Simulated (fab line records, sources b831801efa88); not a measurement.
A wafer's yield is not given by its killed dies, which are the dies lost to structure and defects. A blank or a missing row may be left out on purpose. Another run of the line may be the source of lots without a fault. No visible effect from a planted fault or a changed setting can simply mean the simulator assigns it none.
Commonality check across tools -- flow sky130 -- Sampled: 10 lots, 30 wafers

== REASON IT WAS OPENED ==
3 of 10 lots carry a flag on the reading VIA1_W_RS at SKY_VIA1_RS_MEAS_22. Fault-free wafers read 0.429 ohm/sq, with a standard deviation of 0.0042.
Rule: a lot gets a flag if all its wafers with a number sit over 4 standard deviations from that mean, or if no wafer of it has a number. As for the other lots, they are considered sound.

lot,measured,on,"VIA1_W_RS (ohm/sq), wafer by wafer",flag
L794,day 34 08:58,filmMetro-02,0.425 0.426 0.428,
L796,day 34 18:55,filmMetro-01,0.433 0.426 0.436,
L797,day 35 01:46,filmMetro-02,0.431 0.431 0.431,
L798,day 35 13:46,filmMetro-01,0.433 0.436 0.431,
L799,day 35 20:37,filmMetro-01,0.427 0.433 0.427,
L807,day 38 07:34,filmMetro-03,0.399 0.405 0.401,FLAGGED
L808,day 38 16:34,filmMetro-02,0.399 0.401 0.400,FLAGGED
L809,day 38 20:26,filmMetro-01,0.399 0.400 0.399,FLAGGED
L814,day 40 09:37,filmMetro-01,0.422 0.423 0.422,
L815,day 40 14:37,filmMetro-01,0.425 0.419 0.422,
Average over the flagged lots: 0.400 ohm/sq; offset from the usual -0.029 ohm/sq, equal to -7 standard deviations.

== EACH LOT AND THE TOOL IT RAN ON ==
The record holds 2 process steps before the reading, out of a route of 708 steps. Each cell gives the tool, then ch followed by the chambers the sampled wafers passed through, then the start.
lot,flag,SKY_METAL1_ETCH_18,SKY_VIA1_CVD_21
L794,,"rieMetal-02 ch 1, day 33 03:26","cvdW-01 ch 0, day 34 08:52"
L796,,"rieMetal-03 ch 0,1, day 33 13:48","cvdW-02 ch 0,1, day 34 18:49"
L797,,"rieMetal-03 ch 0,1, day 33 21:03","cvdW-01 ch 0,1, day 35 01:40"
L798,,"rieMetal-03 ch 0,1, day 34 09:08","cvdW-01 ch 0,1, day 35 13:40"
L799,,"rieMetal-04 ch 0,1, day 34 15:30","cvdW-02 ch 0, day 35 20:30"
L807,FLAGGED,"rieMetal-03 ch 0,1, day 37 03:04","cvdW-01 ch 0,1, day 38 07:27"
L808,FLAGGED,"rieMetal-03 ch 0,1, day 37 12:38","cvdW-01 ch 0,1, day 38 16:27"
L809,FLAGGED,"rieMetal-02 ch 1, day 37 16:36","cvdW-01 ch 1, day 38 20:20"
L814,,"rieMetal-03 ch 0,1, day 39 06:59","cvdW-02 ch 0,1, day 40 09:31"
L815,,"rieMetal-04 ch 0,1, day 39 12:10","cvdW-02 ch 0,1, day 40 14:30"
These steps, and what they do:
- SKY_METAL1_ETCH_18: etches BARC in N2/H2, stops on SiO2, time 45.9 s, target depth 60 nm.
- SKY_VIA1_CVD_21: deposits W, target thk 270 nm, time 80.902 s.
- SKY_VIA1_RS_MEAS_22: measures by four-point-probe.

== FLAGGED AGAINST TOTAL, ONE TOOL AT A TIME (gauges that did the reading follow at the end) ==
step,tool,lots run,flagged,share of the flagged lots,sound lots run after its first flagged lot
SKY_METAL1_ETCH_18,rieMetal-02,2,1,some,0
SKY_METAL1_ETCH_18,rieMetal-03,6,2,some,1 (L814)
SKY_METAL1_ETCH_18,rieMetal-04,2,0,none,-
SKY_VIA1_CVD_21,cvdW-01,6,3,all,0
SKY_VIA1_CVD_21,cvdW-02,4,0,none,-
SKY_VIA1_RS_MEAS_22,filmMetro-01,6,1,some,"2 (L814,L815)"
SKY_VIA1_RS_MEAS_22,filmMetro-02,3,1,some,0
SKY_VIA1_RS_MEAS_22,filmMetro-03,1,1,some,0

== WHAT THE TABLE ALLOWS ==
All flagged lots share 1 row of the table, namely cvdW-01 at SKY_VIA1_CVD_21.
- cvdW-01 at SKY_VIA1_CVD_21 ran 6 lots, 3 of them flagged. It ran its last sound lot, L798, at day 35 13:40 and its first flagged lot, L807, at day 38 07:27: a fault with its onset between the two fits. Its own readings (chamberPressureTorr) fall more than 4 standard deviations out on all wafers of the flagged lots.
What remains is a single tool, cvdW-01 at SKY_VIA1_CVD_21.

== WHAT HAD BEEN PUT IN BY THE SIMULATOR ==
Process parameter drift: cvdW-01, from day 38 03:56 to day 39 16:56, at SKY_VIA1_CVD_21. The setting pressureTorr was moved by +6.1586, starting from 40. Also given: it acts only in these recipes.
Shown lots that were struck: L807, L808, L809. Same finding as the rule above.
